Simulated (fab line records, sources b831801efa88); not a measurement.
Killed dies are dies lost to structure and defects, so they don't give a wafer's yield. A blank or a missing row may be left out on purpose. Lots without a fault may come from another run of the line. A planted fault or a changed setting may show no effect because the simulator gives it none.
Chamber matching | flow sky130 | SKY_VIA3_ETCH_14 on rie_diel-01: 4 sister chambers
The step etches BARC in N2/H2, stops on SiO2, time 45.9 s, target depth 60 nm. 8 wafers are shown with their chamber, then 11 later ones without.

WAFERS WITH THEIR CHAMBER
wafer  | chamber | drypump_motor_current_A (A) | oes_product_au (a.u.)
L079.2 | 1       | 6.39                        | 0.847
L079.6 | 2       | 5.67                        | 0.856
L087.3 | 2       | 5.67                        | 0.847
L087.4 | 3       | 5.93                        | 0.854
L091.1 | 0       | 6.12                        | 0.853
L091.2 | 1       | 6.35                        | 0.845
L091.5 | 0       | 6.13                        | 0.849
L093.3 | 3       | 5.89                        | 0.854

WAFERS WITHOUT THEIR CHAMBER
wafer  | drypump_motor_current_A (A) | oes_product_au (a.u.)
L093.5 | 6.39                        | 0.857
L093.6 | 6.15                        | 0.852
L095.2 | 5.67                        | 0.841
L095.3 | 5.92                        | 0.849
L095.4 | 6.36                        | 0.848
L097.1 | 5.92                        | 0.848
L097.2 | 6.13                        | 0.845
L097.3 | 5.65                        | 0.852
L097.4 | 6.39                        | 0.845
L097.5 | 5.68                        | 0.846
L097.6 | 6.34                        | 0.855

WHICH CHAMBER EACH WENT THROUGH
wafer  | from the rows above | in truth
L093.5 | 1                   | 1
L093.6 | 0                   | 0
L095.2 | 2                   | 2
L095.3 | 3                   | 3
L095.4 | 1                   | 1
L097.1 | 3                   | 3
L097.2 | 0                   | 0
L097.3 | 2                   | 2
L097.4 | 1                   | 1
L097.5 | 2                   | 2
L097.6 | 1                   | 1
Placed correctly: 11 of 11. Can't be placed from these rows: 0. Placed wrongly: 0.
How it was worked out, from the rows above alone: a wafer's distance from a chamber is the root of the sum, over the readings, of the square of ((its reading less the chamber's mean) divided by the reading's scatter). The wafer belongs to the nearest chamber; if the next one is less than 2 further off, it can't be placed. A chamber's mean is the mean of its shown wafers. The scatter: the root of (the sum of the squares of (reading less its chamber's mean) over the shown wafers, divided by (wafers less chambers)).
